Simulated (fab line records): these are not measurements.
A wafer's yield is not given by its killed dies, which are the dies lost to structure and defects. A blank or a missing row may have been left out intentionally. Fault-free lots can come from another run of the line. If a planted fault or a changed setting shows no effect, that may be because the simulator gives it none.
Comparing a struck lot with a sound one + flow sky130 + 17 out of 708 route steps
Sound: these wafers, L561.1, L561.2, L561.4. Struck: wafers L567.1, L567.2, L567.5. The cause is named last.
Per side, at each step with rows, come the tool, then ch with its chambers, and then its first start. Under that, the readings that differ: sound wafers + struck wafers + difference of the means + sigmas: that difference in standard deviations of wafers without a fault.
alike: same words and numbers on both sides, and readings whose means sit less than 2 such deviations apart. not compared: any withheld reading, any reading some wafer has no value for, any bound like >300 that may hide the same value, and any number with overlapping values for which the record gives no deviation.
The two part at a step that has a row with sigmas, a row that says differs or no value, or rows on one side only. Numbers that have no deviation but don't overlap get no sigmas and don't part them. A reading that every wafer of one side lacks parts them only if that side has two wafers or more.

first, 1 step without rows for these wafers: SKY_VT_ADJUST_NCORE_IMPLANT_09.
SKY_VT_ADJUST_NCORE_STRIP_10: strips in O2/N2.
  sound on plasma-asher-03 ch 0,1, day 8 16:28; struck on plasma-asher-01 ch 0,1, day 10 04:23
  alike: drypump-motor-current-A, oes-product-au, strip-time-to-endpoint-s
  not compared: rf-hours-counter-h
SKY_VT_ADJUST_NCORE_TW_MEAS_11:
  sound: film-metro-01 at day 8 16:35; struck: film-metro-03 at day 10 04:29
  alike: VT_ADJUST_NCORE_TW
then, 7 steps without rows for these wafers: SKY_VT_ADJUST_HVTR_DEHYDRATE_00 (time 60 s); SKY_VT_ADJUST_HVTR_HMDS_01 (prime time 60 s); SKY_VT_ADJUST_HVTR_COAT_02 (resist thk 1140 nm); SKY_VT_ADJUST_HVTR_SOFTBAKE_03 (time 60 s); SKY_VT_ADJUST_HVTR_EXPOSE_04 (exposes mask HVTRM, target cd 380 nm); SKY_VT_ADJUST_HVTR_PEB_05; SKY_VT_ADJUST_HVTR_DEVELOP_06 (develop time 60 s).
SKY_VT_ADJUST_HVTR_CD_MEAS_07: the cd target is 380 nm.
  sound: cd-sem-02 at day 9 12:52; struck: cd-sem-02 at day 11 02:59
  alike: cd-nm
SKY_VT_ADJUST_HVTR_OVL_MEAS_08:
  sound: overlay-02 at day 9 12:59; struck: overlay-01 at day 11 03:06
  alike: VT_ADJUST_HVTR_OVL
SKY_VT_ADJUST_HVTR_IMPLANT_09:
  sound on implanter-01 ch 0, day 9 13:02; struck on implanter-01 ch 0, day 11 03:08
| reading                          | sound                      | struck                        | difference | sigmas      |
|----------------------------------|----------------------------|-------------------------------|------------|-------------|
| beam-on-s (s)                    | 9.83 10.24 9.88            | 11.28 10.61 11.05             | +1.00      | +5          |
| end-station-pressure-torr (Torr) | 4.86e-06 5.18e-06 5.43e-06 | 6.651e-05 6.375e-05 7.356e-05 | +6.278e-05 | +99 or more |
| faraday-current-uA               | 11.99 11.50 11.96          | 10.13 10.84 10.40             | -1.36      | -6          |
SKY_VT_ADJUST_HVTR_STRIP_10: strips in O2/N2.
  sound on plasma-asher-04 ch 0,1, day 9 13:11; struck on plasma-asher-02 ch 0,1, day 11 03:17
  alike: drypump-motor-current-A, oes-product-au, strip-time-to-endpoint-s
  not compared: rf-hours-counter-h
SKY_VT_ADJUST_HVTR_TW_MEAS_11:
  sound: film-metro-03 at day 9 13:17; struck: film-metro-01 at day 11 03:23
| reading           | sound             | struck            | difference | sigmas |
|-------------------|-------------------|-------------------|------------|--------|
| VT_ADJUST_HVTR_TW | 209.5 209.8 209.5 | 213.3 214.3 213.7 | +4.2       | +3     |
then, 1 step without rows for these wafers: SKY_VT_ADJUST_PCH_DEHYDRATE_00 (time 60 s).
-- record jumps: 36 days separate the struck wafers' starts on either side; left off in module VT_ADJUST_PCH, taken up again in module PAD_OPEN, whose first shown step is the route's number 708 --
SKY_PAD_OPEN_PROBE_99:
  sound: prober-01 at day 45 18:19; struck: prober-01 at day 47 06:52
| reading                                | sound                   | struck                 | difference | sigmas |
|----------------------------------------|-------------------------|------------------------|------------|--------|
| model.etest.pfet_01v8_mvt.vt-sat-v (V) | -0.5851 -0.5929 -0.5913 | -0.496 -0.5126 -0.5074 | +0.084     |        |
  alike: killed_at_M0_to_M3, killed_at_M4_up, killed-at-contacts, killed-at-front-end, killed-at-other, killed-dies, killed-open, killed-short

WHERE THEY PART
Last at SKY_VT_ADJUST_HVTR_TW_MEAS_11 as far as this record goes, first at SKY_VT_ADJUST_HVTR_IMPLANT_09. Later steps at which nothing parts them and some readings are alike: SKY_PAD_OPEN_PROBE_99.

WHY: what the simulator had put in
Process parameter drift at SKY_VT_ADJUST_HVTR_IMPLANT_09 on implanter-01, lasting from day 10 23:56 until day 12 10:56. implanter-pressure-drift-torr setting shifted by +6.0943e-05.
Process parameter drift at SKY_VT_ADJUST_HVTR_IMPLANT_09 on implanter-01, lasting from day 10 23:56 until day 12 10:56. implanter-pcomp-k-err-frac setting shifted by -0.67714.
